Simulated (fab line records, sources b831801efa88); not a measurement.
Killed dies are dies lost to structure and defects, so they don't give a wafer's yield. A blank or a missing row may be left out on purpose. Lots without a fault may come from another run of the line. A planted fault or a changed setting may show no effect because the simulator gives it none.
Which tool did it? | flow gf180mcu | 13 lots, 39 wafers sampled, at 4 steps of a route of 602

WHAT THE GAUGES READ, wafer by wafer
GF_STI_THK_MEAS_04. Usual: STI_CVD_03_THK 208.1 nm, standard deviation 1.6.
lot  | measured    | on            | STI_CVD_03_THK (nm) | flag
L550 | day 1 14:08 | film_metro-04 | 209.7 209.4 208.5   |
L551 | day 1 18:34 | film_metro-02 | 207.8 209.6 209.2   |
L552 | day 1 23:56 | film_metro-01 | 207.4 209.7 206.7   |
L553 | day 2 04:56 | film_metro-04 | 206.2 209.2 208.0   |
L554 | day 2 09:53 | film_metro-01 | 204.5 207.9 206.6   |
L557 | day 3 00:34 | film_metro-01 | 208.2 209.4 208.9   |
L562 | day 4 01:34 | film_metro-01 | 211.8 212.1 214.1   |
L564 | day 4 11:43 | film_metro-02 | 209.1 210.2 206.8   |
L567 | day 5 03:49 | film_metro-04 | 205.2 206.8 207.8   |
L569 | day 5 12:34 | film_metro-04 | 206.0 208.9 205.8   |
L571 | day 5 22:34 | film_metro-02 | 208.8 207.4 208.5   |
L572 | day 6 04:05 | film_metro-01 | 209.8 209.6 208.7   |
L573 | day 6 09:47 | film_metro-02 | 207.3 207.8 207.5   |

GF_HV_LDD_CD_MEAS_31: target cd 400 nm. Usual: cd_nm 400.3 nm, standard deviation 2.6.
lot  | measured     | on        | cd_nm (nm)        | flag
L550 | day 11 14:26 | cd_sem-01 | 401.8 400.9 402.8 |
L551 | day 11 20:59 | cd_sem-02 | 404.2 405.1 404.9 |
L552 | day 12 04:32 | cd_sem-01 | 402.5 402.9 402.8 |
L553 | day 12 10:35 | cd_sem-02 | 400.9 402.1 400.3 |
L554 | day 12 23:31 | cd_sem-02 | 402.8 404.1 401.9 |
L557 | day 13 20:50 | cd_sem-01 | 400.2 401.2 401.3 |
L562 | day 15 07:26 | cd_sem-02 | 399.0 398.2 397.4 |
L564 | day 16 01:29 | cd_sem-01 | 401.1 399.9 398.4 |
L567 | day 17 02:53 | cd_sem-02 | 400.7 398.3 400.3 |
L569 | day 18 03:40 | cd_sem-02 | 398.2 401.2 401.1 |
L571 | day 18 10:50 | cd_sem-01 | 400.6 401.6 402.8 |
L572 | day 18 21:42 | cd_sem-01 | 399.8 400.0 398.6 |
L573 | day 19 02:08 | cd_sem-01 | 406.1 405.7 404.4 |

GF_HV_LDD_TW_MEAS_50. Usual: HV_LDD_4_TW 564, standard deviation 5.9.
lot  | measured     | on            | HV_LDD_4_TW | flag
L550 | day 12 10:53 | film_metro-04 | 566 565 564 |
L551 | day 12 22:59 | film_metro-01 | 559 558 557 |
L552 | day 13 01:47 | film_metro-01 | 559 557 558 |
L553 | day 13 05:41 | film_metro-03 | 567 572 569 |
L554 | day 13 20:18 | film_metro-04 | 563 568 563 |
L557 | day 14 18:50 | film_metro-04 | 556 559 559 |
L562 | day 16 06:35 | film_metro-01 | 528 531 529 | OFF
L564 | day 17 01:36 | film_metro-03 | 538 540 536 | OFF
L567 | day 18 02:53 | film_metro-04 | 559 559 557 |
L569 | day 19 04:05 | film_metro-04 | 562 558 561 |
L571 | day 19 11:38 | film_metro-04 | 562 560 561 |
L572 | day 19 23:14 | film_metro-01 | 560 558 558 |
L573 | day 20 03:29 | film_metro-01 | 564 561 561 |

WHICH TOOL RAN EACH LOT (tool, then ch and the chambers of the sampled wafers, then the start)
lot  | GF_HV_LDD_IMPLANT_48
L550 | implanter-02 ch 0, day 12 10:38
L551 | implanter-01 ch 0, day 12 22:44
L552 | implanter-03 ch 0, day 13 01:32
L553 | implanter-01 ch 0, day 13 05:26
L554 | implanter-01 ch 0, day 13 20:05
L557 | implanter-03 ch 0, day 14 18:35
L562 | implanter-03 ch 0, day 16 06:20
L564 | implanter-03 ch 0, day 17 01:22
L567 | implanter-01 ch 0, day 18 02:40
L569 | implanter-01 ch 0, day 19 03:50
L571 | implanter-02 ch 0, day 19 11:23
L572 | implanter-02 ch 0, day 19 22:59
L573 | implanter-02 ch 0, day 20 03:14
- GF_HV_LDD_IMPLANT_48

WHAT THE TOOLS THEMSELVES READ (means of the sampled wafers that have a number; where no wafer has one, the mark that the record gives instead)
GF_HV_LDD_IMPLANT_48. Usual: beam_on_s 10.00 s, standard deviation 0.2; faraday_current_uA 169, standard deviation 3.4; tilt_deg 6.998 degrees, standard deviation 0.021.
lot  | tool         | beam_on_s (s) | faraday_current_uA | tilt_deg (degrees) | flag
L550 | implanter-02 | 10.07         | 168                | 7.039              |
L551 | implanter-01 | 10.00         | 169                | 7.003              |
L552 | implanter-03 | 9.92          | 171                | 7.004              |
L553 | implanter-01 | 9.91          | 171                | 7.016              |
L554 | implanter-01 | 10.12         | 167                | 7.010              |
L557 | implanter-03 | 9.96          | 171                | 7.002              |
L562 | implanter-03 | 8.31          | 203                | 7.004              | OFF
L564 | implanter-03 | 8.36          | 202                | 6.973              | OFF
L567 | implanter-01 | 9.91          | 171                | 7.028              |
L569 | implanter-01 | 10.16         | 167                | 7.000              |
L571 | implanter-02 | 9.97          | 169                | 7.011              |
L572 | implanter-02 | 9.94          | 170                | 6.970              |
L573 | implanter-02 | 10.11         | 168                | 6.990              |

THE ANSWER, worked out from the rows above alone
Rule: a lot is off if the mean of its wafers that have a number lies more than 3 standard deviations from the usual mean. A lot without any number at a reading at which 4 lots or more have one is off too. The other lots that the step has rows for count as sound. The gauges are gone through in route order, then the tools' own readings, and for those a lot's mean is taken as printed above. The first step at which some lot is off is used, and at that step the reading that is off furthest; a lot without a number counts as furthest.
Off: L562, L564, at GF_HV_LDD_TW_MEAS_50 (HV_LDD_4_TW).
A tool fits if, at a process step before that reading, it ran every lot that is off, and no sound lot after the first of them. The gauges at GF_HV_LDD_TW_MEAS_50 aren't tried: what is off there is off at GF_HV_LDD_IMPLANT_48 too, on other tools, and a gauge's error can't cause that. One fits: implanter-03 at GF_HV_LDD_IMPLANT_48. Its last sound lot is L557 (day 14 18:35), its first lot that is off L562 (day 16 06:20): a fault that began between those two fits.
The tool's own readings at GF_HV_LDD_IMPLANT_48 bear it out: on the lots that are off they differ by more than 5 times the standard deviation of the sound lots' means. beam_on_s reads 8.34 s there against 10.01 s on the sound lots; faraday_current_uA reads 202 there against 169 on the sound lots.

WHAT THE SIMULATOR HAD PUT IN
Process parameter drift: implanter-03, from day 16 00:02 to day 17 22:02, at GF_HV_LDD_IMPLANT_48. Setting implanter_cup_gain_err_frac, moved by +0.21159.
Lots struck among those shown: L562, L564. The rule above found the same.
